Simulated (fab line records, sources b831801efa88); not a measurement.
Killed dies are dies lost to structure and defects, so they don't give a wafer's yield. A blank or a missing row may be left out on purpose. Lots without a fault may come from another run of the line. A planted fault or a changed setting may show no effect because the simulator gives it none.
Problem report in the 8D (eight disciplines) form, filled by code | flow sky130 | the parts of the form that need people (team, actions taken, sign-off) are left out

1. THE PROBLEM
run_length_s at SKY_FIELD_ISO_ETCH_17 reads a mean of 129.4 s on 2 wafers of 2 lots; wafers without a fault read 125.8 s with a standard deviation of 0.37. That is +9.7 standard deviations from the usual mean.
The step: etches Si in HBr/Cl2/O2, target depth 342 nm, time 97.7 s.
First seen on wafer L186.3, day 5 07:05, on rie_si-02. The record holds 39 wafers of 13 lots with a number at this step. Rule for "out", or "out of limits": more than 4 standard deviations from the usual mean. The other wafers with a number count as sound.

2. WHAT IT IS AND WHAT IT IS NOT
question                    | is               | is not
which readings at this step | run_length_s     | drypump_motor_current_A, oes_product_au, throttle_valve_pct
which lots                  | L186, L187       | L172, L173, L174, L175, L176, L177, L178, L181, L192, L194, L195
which wafers of those lots  | L186.3, L187.4   | L186.1, L186.5, L187.1, L187.2
read on which tools         | rie_si-02        | rie_si-01
when                        | from day 5 07:05 | up to then (26 sound wafers); but 11 sound wafers of L187, L192, L194, L195 came after

3. SUSPECTS, AND WHAT RULES EACH OUT
Counting: a tool at a process step up to the reading stays a suspect if it ran every lot that is out. Sound lots after the first of them don't rule it out here, since some wafers of a struck lot are sound.
- rie_si-02 at SKY_FIELD_ISO_ETCH_17 (etches Si in HBr/Cl2/O2, target depth 342 nm, time 97.7 s): kept. It ran every lot that is out, first L186 (day 5 07:05); its last sound lot up to then is L181 (day 4 04:53). Its own readings are out on those wafers: run_length_s.
Left after counting: rie_si-02 at SKY_FIELD_ISO_ETCH_17.

4. THE CAUSE (what the simulator had put in)
Process parameter drift: rie_si-02, from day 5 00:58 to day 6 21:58, at SKY_FIELD_ISO_ETCH_17. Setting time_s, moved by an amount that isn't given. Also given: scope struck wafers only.
Counting left only this tool.

5. THE CHAIN OF EFFECTS, in route order
Each row: a reading whose mean over the struck wafers that have a number lies more than 3 standard deviations from the usual. Only readings for which the record gives a usual standard deviation are gone through. hours: the time from each lot's start at the first step in this table that gives one to its start at this step, as a median over the lots. sigmas: the change in usual standard deviations.
hours | step                  | reading      | usual   | on struck wafers | change | sigmas
0     | SKY_FIELD_ISO_ETCH_17 | run_length_s | 125.8 s | 129.4            | +3.6   | +9.7
The process steps in it:
- SKY_FIELD_ISO_ETCH_17: etches Si in HBr/Cl2/O2, target depth 342 nm, time 97.7 s.
Later measuring or inspecting steps at which every struck wafer that the step has a row for has a number for every such reading, and none has moved that far: SKY_SONOS_ONO_THK_MEAS_01, SKY_PASSIVATION_THK_MEAS_01.

6. WHAT WOULD HAVE CAUGHT IT SOONER
In this record the first reading out of limits was taken at day 5 07:05, 6 hours after the fault began at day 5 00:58.
